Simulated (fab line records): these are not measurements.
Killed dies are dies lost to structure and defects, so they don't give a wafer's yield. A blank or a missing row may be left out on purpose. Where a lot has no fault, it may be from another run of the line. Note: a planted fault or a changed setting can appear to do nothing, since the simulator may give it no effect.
fab line records -- flow sky130
record lots=6, wafers=18, last-day=50
route steps=708 shown CONTACT@417 PAD_OPEN@708
lots that met no fault: taken from a fault-free run of the same line
start-h: the number of hours between the record's first day and the start of the first shown wafer of the lot -- wait-h: time in hours since the lot's previous step -- " as in the row above -- L1.1+2: one row covering several wafers at once -- - no value, or no start given -- * or withheld: withheld -- < > ~ a bound
route shown NAME@n: a module of which the file shows steps, and the number in the route of the first -- usual: mean/standard deviation taken from wafers without a fault -- same: alike in all rows -- chamber/n: place in a boat -- sites: per-site readings -- _std_site: how widely they spread, as a standard deviation -- _edge_site: outer sites' mean less inner sites' -- radius-mm: how far each site lies from the wafer's centre -- mask NAME#n: copy n -- behind: the last tool/chamber to shape the wafer -- hold: cause of the lot's hold/its duration in hours/its outcome -- device: the transistor (n, p or np) that didn't switch -- end of line: the tests these same wafers got at the end of their route -- step lacking rows: just its recipe -- killed: not the wafer's yield, but the dies lost to structure and defects at the first sort -- map: the dies of a wafer, with x for killed, . for not killed, _ for no die there
set.NAME: the setting as run; set.NAME@STEP: as run at that earlier step -- model.NAME: the simulator's own value behind a step, which no gauge read
certain route steps with their lots: each step a table, each wafer a row
services: a tool's chamber out of use, with start hour (start-h, from the record's first day; less than 0 if before it), hours out, and reason
## steps
# step SKY_CONTACT_EXPOSE_11
# recipe mask-id=CTM1, na=0.8, source-shape=annular, sigma-inner=0.55, sigma-outer=0.85, target-cd-nm=170, dose-mj=38
# step SKY_CONTACT_PEB_12
# recipe peb-temp-c=withheld, peb-time-s=withheld, resist=KrF-thick
# step SKY_CONTACT_DEVELOP_13
# recipe develop-time-s=60, resist=KrF-thick, dev-temp-c=21
# step SKY_CONTACT_CD_MEAS_14
# recipe target-cd-nm=170
# usual cd-nm=169.9/1.4
lot.wafer,tool,chamber,start-h,wait-h,cd-nm
L799.1,cd-sem-01,-,757.50,-,171.9
L799.3,cd-sem-01,-,757.50,-,172.5
L799.4,cd-sem-01,-,757.50,-,173.6
L801.3,cd-sem-01,-,773.14,-,170.5
L801.4,cd-sem-01,-,773.14,-,170.0
L801.5,cd-sem-01,-,773.14,-,170.6
L813.3,cd-sem-01,-,878.24,-,168.1
L813.4,cd-sem-01,-,878.24,-,167.8
L813.5,cd-sem-01,-,878.24,-,169.1
L815.1,cd-sem-01,-,880.00,-,169.9
L815.5,cd-sem-01,-,880.00,-,171.4
L815.6,cd-sem-01,-,880.00,-,170.9
L817.2,cd-sem-02,-,920.62,-,170.3
L817.3,cd-sem-02,-,920.62,-,168.7
L817.4,cd-sem-02,-,920.62,-,169.9
L819.3,cd-sem-01,-,922.12,-,167.8
L819.4,cd-sem-01,-,922.12,-,169.0
L819.6,cd-sem-01,-,922.12,-,166.4
# step SKY_CONTACT_OVL_MEAS_15
# usual CONTACT_OVL=0/6
lot.wafer,tool,chamber,start-h,wait-h,CONTACT_OVL[nm]
L799.1,overlay-01,-,757.62,0.1,-4
L799.3,overlay-01,-,757.62,0.1,4
L799.4,overlay-01,-,757.62,0.1,-8
L801.3,overlay-01,-,773.23,0.1,17
L801.4,overlay-01,-,773.23,0.1,2
L801.5,overlay-01,-,773.23,0.1,15
L813.3,overlay-01,-,878.34,0.1,-3
L813.4,overlay-01,-,878.34,0.1,-10
L813.5,overlay-01,-,878.34,0.1,-9
L815.1,overlay-02,-,880.12,0.1,4
L815.5,overlay-02,-,880.12,0.1,5
L815.6,overlay-02,-,880.12,0.1,-4
L817.2,overlay-02,-,920.73,0.1,-9
L817.3,overlay-02,-,920.73,0.1,-8
L817.4,overlay-02,-,920.73,0.1,-10
L819.3,overlay-02,-,922.21,0.1,-2
L819.4,overlay-02,-,922.21,0.1,-2
L819.6,overlay-02,-,922.21,0.1,-4
# step SKY_CONTACT_ETCH_16
# recipe chemistry=N2/H2, target=BARC, ion-energy-ev=200, source-w=500, bias-w=100, pressure-mtorr=30, n2-flow-sccm=100, h2-flow-sccm=200, stop-on=SiO2, time-s=45.9, target-depth-a=600
# usual drypump-motor-current-A=5.9/0.57, oes-product-au=0.854/0.0048, rf-fwd-power-W=494.4/1.9, throttle-valve-pct=13.224/0.0081
lot.wafer,tool,chamber,start-h,wait-h,drypump-motor-current-A,oes-product-au,rf-fwd-power-W,rf-hours-counter-h,throttle-valve-pct
L799.1,rie-diel-04,1,757.66,0.0,5.5,0.862,494.5,28,13.223
L799.3,rie-diel-04,0,757.66,0.0,5.9,0.851,496.4,0,13.223
L799.4,rie-diel-04,2,757.66,0.0,6.8,0.858,494.2,7,13.226
L801.3,rie-diel-03,1,773.26,0.0,6.2,0.850,497.7,1,13.214
L801.4,rie-diel-03,3,773.26,0.0,5.2,0.843,494.7,32,13.239
L801.5,rie-diel-03,3,773.26,0.0,5.2,0.843,493.6,-,13.222
L813.3,rie-diel-01,1,878.36,0.0,6.3,0.847,493.2,16,13.209
L813.4,rie-diel-01,2,878.36,0.0,6.3,0.857,498.4,11,13.215
L813.5,rie-diel-01,3,878.36,0.0,6.1,0.856,490.9,-,13.215
L815.1,rie-diel-04,0,880.16,0.0,5.9,0.847,495.4,5,13.231
L815.5,rie-diel-04,0,880.16,0.0,5.9,0.859,492.6,-,13.225
L815.6,rie-diel-04,3,880.16,0.0,6.0,0.864,495.2,-,13.214
L817.2,rie-diel-01,0,920.76,0.0,5.7,0.858,494.1,22,13.231
L817.3,rie-diel-01,3,920.76,0.0,6.1,0.857,492.1,15,13.223
L817.4,rie-diel-01,1,920.76,0.0,6.3,0.861,493.5,18,13.230
L819.3,rie-diel-03,1,922.23,0.0,6.2,0.855,494.6,5,13.232
L819.4,rie-diel-03,0,922.23,0.0,4.7,0.860,491.5,8,13.220
L819.6,rie-diel-03,1,922.23,0.0,6.2,0.858,495.5,-,13.220
# step SKY_CONTACT_ETCH_17
# recipe target=SiO2, chemistry=C4F8/O2/Ar, stop-on=Si3N4, mask-material=KrF-thick, source-w=1500, bias-w=1200, pressure-mtorr=40, c4f8-flow-sccm=withheld, O2_flow_sccm=6, Ar_flow_sccm=300, time-s=withheld, target-depth-a=3400
# usual oes-product-au=0.892/0.0046, rf-fwd-power-W=1486/5.5
lot.wafer,tool,chamber,start-h,wait-h,oes-product-au,rf-fwd-power-W
L799.1,rie-diel-04,1,757.70,0.0,0.890,1503
L799.3,rie-diel-04,0,757.70,0.0,0.894,1490
L799.4,rie-diel-04,2,757.70,0.0,0.892,1485
L801.3,rie-diel-03,1,773.30,0.0,0.899,1479
L801.4,rie-diel-03,3,773.30,0.0,0.884,1483
L801.5,rie-diel-03,3,773.30,0.0,0.889,1478
L813.3,rie-diel-01,1,878.40,0.0,0.882,1482
L813.4,rie-diel-01,2,878.40,0.0,0.886,1489
L813.5,rie-diel-01,3,878.40,0.0,0.889,1475
L815.1,rie-diel-04,0,880.20,0.0,0.898,1491
L815.5,rie-diel-04,0,880.20,0.0,0.893,1490
L815.6,rie-diel-04,3,880.20,0.0,0.900,1489
L817.2,rie-diel-01,0,920.80,0.0,0.896,1491
L817.3,rie-diel-01,3,920.80,0.0,0.891,1480
L817.4,rie-diel-01,1,920.80,0.0,0.891,1481
L819.3,rie-diel-03,1,922.27,0.0,0.883,1481
L819.4,rie-diel-03,0,922.27,0.0,0.887,1484
L819.6,rie-diel-03,1,922.27,0.0,0.900,1489
# step SKY_CONTACT_ETCH_18
# recipe target=Si3N4, chemistry=CHF3/O2, stop-on=TiN, source-w=600, bias-w=200, pressure-mtorr=40, chf3-flow-sccm=50, O2_flow_sccm=5, time-s=39, target-depth-a=750
# usual drypump-motor-current-A=5.9/0.57, oes-product-au=0.855/0.007, rf-fwd-power-W=592.5/2.2, throttle-valve-pct=8.792/0.0091
lot.wafer,tool,chamber,start-h,wait-h,drypump-motor-current-A,oes-product-au,rf-fwd-power-W,rf-hours-counter-h,throttle-valve-pct
L799.1,rie-diel-04,1,-,-,5.5,0.867,592.0,28,8.792
L799.3,rie-diel-04,0,-,-,5.9,0.861,592.3,0,8.787
L799.4,rie-diel-04,2,-,-,6.8,0.867,591.7,7,8.788
L801.3,rie-diel-03,1,-,-,6.2,0.846,594.3,1,8.795
L801.4,rie-diel-03,3,-,-,5.2,0.859,594.4,32,8.786
L801.5,rie-diel-03,3,-,-,5.2,0.848,592.8,-,8.788
L813.3,rie-diel-01,1,-,-,6.3,0.849,595.2,16,8.791
L813.4,rie-diel-01,2,-,-,6.2,0.855,595.0,11,8.784
L813.5,rie-diel-01,3,-,-,6.1,0.865,588.8,-,8.790
L815.1,rie-diel-04,0,-,-,5.9,0.865,595.3,5,8.796
L815.5,rie-diel-04,0,-,-,5.8,0.864,595.1,-,8.804
L815.6,rie-diel-04,3,-,-,6.0,0.860,596.3,-,8.799
L817.2,rie-diel-01,0,-,-,5.7,0.855,591.3,22,8.797
L817.3,rie-diel-01,3,-,-,6.1,0.851,588.1,15,8.790
L817.4,rie-diel-01,1,-,-,6.3,0.859,593.3,18,8.790
L819.3,rie-diel-03,1,-,-,6.2,0.850,592.9,6,8.800
L819.4,rie-diel-03,0,-,-,4.7,0.849,592.6,9,8.792
L819.6,rie-diel-03,1,-,-,6.2,0.860,592.3,-,8.773
# step SKY_CONTACT_STRIP_19
# recipe chemistry=O2/N2, power-w=1429, pressure-mtorr=1500, platen-temp-c=withheld, o2-flow-sccm=3000, n2-flow-sccm=300, overash-fraction=0.5
# usual drypump-motor-current-A=5.8/0.52, oes-product-au=0.383/0.0044, strip-time-to-endpoint-s=3.575/0.027
# same overash-fraction=0.5
lot.wafer,tool,chamber,start-h,wait-h,drypump-motor-current-A,oes-product-au,rf-hours-counter-h,strip-time-to-endpoint-s
L799.1,plasma-asher-02,0,757.79,-,4.9,0.385,59,3.557
L799.3,plasma-asher-02,1,757.79,-,6.2,0.384,-,3.598
L799.4,plasma-asher-02,0,757.79,-,5.0,0.372,-,3.565
L801.3,plasma-asher-03,1,773.42,-,6.0,0.390,-,3.595
L801.4,plasma-asher-03,0,773.42,-,6.5,0.382,-,3.584
L801.5,plasma-asher-03,0,773.42,-,6.5,0.385,-,3.607
L813.3,plasma-asher-03,1,878.52,-,5.9,0.381,-,3.557
L813.4,plasma-asher-03,0,878.52,-,6.5,0.379,-,3.559
L813.5,plasma-asher-03,0,878.52,-,6.5,0.376,-,3.551
L815.1,plasma-asher-01,0,880.29,-,5.4,0.379,12,3.617
L815.5,plasma-asher-01,1,880.29,-,5.9,0.378,-,3.603
L815.6,plasma-asher-01,0,880.29,-,5.4,0.377,-,3.584
L817.2,plasma-asher-02,1,920.89,-,6.2,0.374,75,3.537
L817.3,plasma-asher-02,0,920.89,-,5.0,0.391,-,3.561
L817.4,plasma-asher-02,1,920.89,-,6.2,0.379,-,3.569
L819.3,plasma-asher-02,0,922.40,-,5.0,0.383,-,3.588
L819.4,plasma-asher-02,1,922.40,-,6.2,0.382,-,3.605
L819.6,plasma-asher-02,1,922.40,-,6.2,0.390,-,3.566
# step SKY_CONTACT_STRIP_20
# recipe chemistry=post-etch-residue-remover, time-s=1200, temp-c=72.5
# step SKY_CONTACT_CLEAN_21
# recipe chemistry=IPA, time-s=180, temp-c=25
# step SKY_CONTACT_CLEAN_22
# recipe chemistry=O3/DIW, dry=n2-spin
# step SKY_CONTACT_SPUTTER_23
# recipe material=TiN, target-thk-nm=20, chamber-pressure-pa=5, power-w=4000, time-s=80
# usual cathode-dc-power-W=4000.0/0.69, throttle-valve-pct=30.7/1
lot.wafer,tool,chamber,start-h,wait-h,cathode-dc-power-W,throttle-valve-pct,model.TiN_of_CONTACT_SPUTTER_23.thk-nm
L799.1,pvd-sputter-01,-,758.39,0.0,4001.1,30.7,20.14
L799.3,pvd-sputter-01,-,758.39,0.0,3999.0,31.1,20.22
L799.4,pvd-sputter-01,-,758.39,0.0,4000.3,32.5,20.1
L801.3,pvd-sputter-04,-,773.98,0.0,4000.4,30.1,20.15
L801.4,pvd-sputter-04,-,773.98,0.0,4000.3,30.9,20.14
L801.5,pvd-sputter-04,-,773.98,0.0,3999.2,30.1,20.21
L813.3,pvd-sputter-01,-,879.12,0.0,4293.9,30.6,21.49
L813.4,pvd-sputter-01,-,879.12,0.0,4293.4,30.4,21.47
L813.5,pvd-sputter-01,-,879.12,0.0,4292.5,30.6,21.58
L815.1,pvd-sputter-01,-,880.93,0.0,4293.1,31.1,21.25
L815.5,pvd-sputter-01,-,880.93,0.0,4293.6,32.5,21.23
L815.6,pvd-sputter-01,-,880.93,0.0,4294.0,31.3,20.96
L817.2,pvd-sputter-04,-,921.48,0.0,3999.4,31.0,19.97
L817.3,pvd-sputter-04,-,921.48,0.0,4000.5,30.6,20.21
L817.4,pvd-sputter-04,-,921.48,0.0,3999.4,29.9,20.15
L819.3,pvd-sputter-04,-,922.96,0.0,3999.3,30.4,20.2
L819.4,pvd-sputter-04,-,922.96,0.0,4000.9,29.1,20.1
L819.6,pvd-sputter-04,-,922.96,0.0,3999.5,31.2,20.02
# step SKY_CONTACT_CVD_24
# recipe material=W, target-thk-nm=340, time-s=102.12, temp-c=400, pressure-torr=40
# usual heater-power-w=946/140
lot.wafer,tool,chamber,start-h,wait-h,heater-power-w
L799.1,cvd-w-02,0,758.45,0.0,965
L799.3,cvd-w-02,1,758.45,0.0,824
L799.4,cvd-w-02,0,758.45,0.0,989
L801.3,cvd-w-01,1,774.08,0.1,1086
L801.4,cvd-w-01,0,774.08,0.1,840
L801.5,cvd-w-01,0,774.08,0.1,829
L813.3,cvd-w-01,0,879.22,0.1,839
L813.4,cvd-w-01,1,879.22,0.1,1143
L813.5,cvd-w-01,0,879.22,0.1,859
L815.1,cvd-w-01,1,880.99,0.0,1128
L815.5,cvd-w-01,1,880.99,0.0,1127
L815.6,cvd-w-01,0,880.99,0.0,842
L817.2,cvd-w-01,1,921.54,0.0,1173
L817.3,cvd-w-01,1,921.54,0.0,1135
L817.4,cvd-w-01,0,921.54,0.0,823
L819.3,cvd-w-01,1,923.05,0.1,1139
L819.4,cvd-w-01,0,923.05,0.1,830
L819.6,cvd-w-01,1,923.05,0.1,1146
# step SKY_PAD_OPEN_PROBE_99
# usual killed_at_M0_to_M3=43/6.8, killed_at_M4_up=3.2/1.7, killed-at-contacts=24/5.6, killed-at-front-end=15/4.7, killed-at-other=0.3/0.59, killed-dies=86/10, killed-open=47/6.8, killed-short=39/6.4
# same gross-dies=492, killed-at-back-side=0
lot.wafer,tool,chamber,start-h,wait-h,killed_at_M0_to_M3,killed_at_M4_up,killed-at-contacts,killed-at-front-end,killed-at-other,killed-dies,killed-open,killed-short
L799.1,prober-02,-,1093.90,0.1,42,2,21,12,1,78,43,35
L799.3,prober-02,-,1094.00,0.2,46,2,24,9,0,81,44,37
L799.4,prober-02,-,1094.05,0.2,47,5,23,12,0,87,45,42
L813.3,prober-02,-,1182.16,0.2,40,3,37,19,1,100,61,39
L813.4,prober-02,-,1182.21,0.2,32,3,34,16,1,86,43,43
L813.5,prober-02,-,1182.26,0.2,48,1,20,18,0,87,59,28
L815.1,prober-01,-,1183.56,0.1,41,2,17,14,0,74,45,29
L815.5,prober-01,-,1183.76,0.2,45,5,19,11,0,80,46,34
L815.6,prober-01,-,1183.81,0.2,44,1,27,14,1,87,54,33
L817.2,prober-02,-,1206.16,0.1,43,3,23,10,0,79,38,41
L817.3,prober-02,-,1206.21,0.2,48,2,30,22,1,103,57,46
L817.4,prober-02,-,1206.26,0.2,39,1,28,9,1,78,53,25
# killed by level:class
L799.1 VIA2:geometric-particle:open=9 LI_CONTACT:geometric-particle:open=8 CONTACT:geometric-particle:open=7 VIA3:geometric-particle:open=7 METAL1:geometric-particle:short=6 VIA1:geometric-particle:open=5 METAL2:geometric-particle:short=5 CONTACT:geometric-particle:short=4
L799.3 CONTACT:geometric-particle:open=12 METAL1:geometric-particle:short=7 VIA2:geometric-particle:open=7 VIA2:geometric-particle:short=6 VIA3:geometric-particle:open=5 VIA1:geometric-particle:open=5 METAL2:geometric-particle:short=5 POLY_GATE:geometric-particle:short=4
L799.4 VIA2:geometric-particle:open=11 LI_CONTACT:geometric-particle:open=8 METAL2:geometric-particle:short=6 METAL1:geometric-particle:short=6 CONTACT:geometric-particle:open=5 VIA1:geometric-particle:open=5 VIA3:geometric-particle:open=5 METAL4:geometric-particle:short=5
L813.3 CONTACT:geometric-particle:open=18 VIA1:geometric-particle:open=15 LI_CONTACT:geometric-particle:short=7 LI_CONTACT:geometric-particle:open=7 VIA3:geometric-particle:open=5 FIELD_ISO:geometric-particle:short=4 METAL2:geometric-particle:open=4 VIA2:geometric-particle:open=4
L813.4 CONTACT:geometric-particle:open=15 CONTACT:geometric-particle:short=7 VIA1:geometric-particle:open=6 METAL2:geometric-particle:short=5 LOCAL_INTERCONNECT:geometric-particle:short=5 VIA2:geometric-particle:open=5 VIA3:geometric-particle:open=5 FIELD_ISO:geometric-particle:short=4
L813.5 VIA1:geometric-particle:open=13 VIA2:geometric-particle:open=9 CONTACT:geometric-particle:open=7 VIA3:geometric-particle:open=7 LI_CONTACT:geometric-particle:open=6 CONTACT:geometric-particle:short=5 METAL2:geometric-particle:short=5 FIELD_ISO:geometric-particle:short=4
L815.1 VIA1:geometric-particle:open=9 CONTACT:geometric-particle:open=7 METAL1:geometric-particle:short=7 VIA3:geometric-particle:open=6 LI_CONTACT:geometric-particle:open=5 FIELD_ISO:geometric-particle:open=4 VIA2:geometric-particle:open=4 POLY_GATE:geometric-particle:open=4
L815.5 VIA1:geometric-particle:open=19 CONTACT:geometric-particle:short=6 VIA2:geometric-particle:open=6 LI_CONTACT:geometric-particle:open=5 FIELD_ISO:geometric-particle:open=4 METAL1:geometric-particle:short=4 CONTACT:geometric-particle:open=4 VIA1:geometric-particle:short=4
L815.6 VIA1:geometric-particle:open=12 LI_CONTACT:geometric-particle:open=8 CONTACT:geometric-particle:open=8 CONTACT:geometric-particle:short=6 SPACER:geometric-particle:open=5 METAL1:geometric-particle:short=5 METAL2:geometric-particle:short=5 VIA2:geometric-particle:short=4
L817.2 LI_CONTACT:geometric-particle:open=8 CONTACT:geometric-particle:open=8 CONTACT:geometric-particle:short=7 VIA2:geometric-particle:open=7 METAL2:geometric-particle:short=6 VIA3:geometric-particle:short=6 VIA3:geometric-particle:open=6 METAL1:geometric-particle:short=5
L817.3 VIA3:geometric-particle:open=10 VIA2:geometric-particle:open=9 LI_CONTACT:geometric-particle:open=9 VIA1:geometric-particle:open=8 LI_CONTACT:geometric-particle:short=7 POLY_GATE:geometric-particle:open=6 CONTACT:geometric-particle:short=6 CONTACT:geometric-particle:open=5
L817.4 CONTACT:geometric-particle:open=16 VIA1:geometric-particle:open=9 VIA2:geometric-particle:open=7 VIA3:geometric-particle:open=7 LI_CONTACT:geometric-particle:open=6 CONTACT:geometric-particle:short=5 METAL2:geometric-particle:short=4 VIA1:geometric-particle:short=3
## services
tool,chamber,start-h,hours,kind
plasma-asher-01,-,733.75,9.0,pm
pvd-sputter-04,-,748.21,2.4,repair
plasma-asher-01,-,765.25,1.5,repair
pvd-sputter-04,-,765.86,0.5,repair
rie-diel-04,-,772.85,2.8,pm
rie-diel-01,1,775.08,2.4,repair
rie-diel-04,2,775.69,1.5,repair
plasma-asher-02,-,788.03,0.9,repair
plasma-asher-01,-,805.35,11.7,repair
plasma-asher-01,-,805.63,1.6,repair
rie-diel-03,3,809.12,12.9,repair
plasma-asher-01,-,812.21,0.4,repair
rie-diel-03,3,832.59,-,clean
rie-diel-03,3,832.59,26.1,scheduled-down
rie-diel-03,3,832.59,26.1,vent-cycle
rie-diel-04,0,840.28,5.1,repair
cvd-w-01,-,841.43,0.7,repair
plasma-asher-03,-,868.46,1.5,repair
rie-diel-01,3,881.20,2.9,repair
plasma-asher-01,-,887.01,5.1,repair
cvd-w-01,0,896.46,12.7,repair
rie-diel-03,2,900.53,1.7,repair
cvd-w-02,-,904.00,14.0,pm
rie-diel-04,0,906.36,2.4,repair
## key
first-sign step=SKY_CONTACT_SPUTTER_23, reading=cathode-dc-power-W, direction=up, sigmas=99+, usual=4000.0, struck=4293.4
effect none on later readings
model-effect step=SKY_CONTACT_SPUTTER_23, value=TiN_of_CONTACT_SPUTTER_23.thk-nm, without=19.86, struck=21.33
met-at SKY_CONTACT_SPUTTER_23
struck-wafers L813.3,L813.4,L813.5,L815.1,L815.5,L815.6
tester-left-out L813,L815
onset-between 758.39 879.12
fault kind=process-parameter-drift, tool=pvd-sputter-01, chamber=-, onset-h=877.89, steps=SKY_CONTACT_SPUTTER_23, channel=power-w, offset=*, shape=step, end-h=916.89, acts-in=*, stated=*
# tester-left-out: of these lots the tester's yield and bins aren't shown, on N5 and GAA mostly nor the transistor test; their killed dies are dies lost to structure and defects alone, not to doping, threshold or leakage, so they don't give the yield
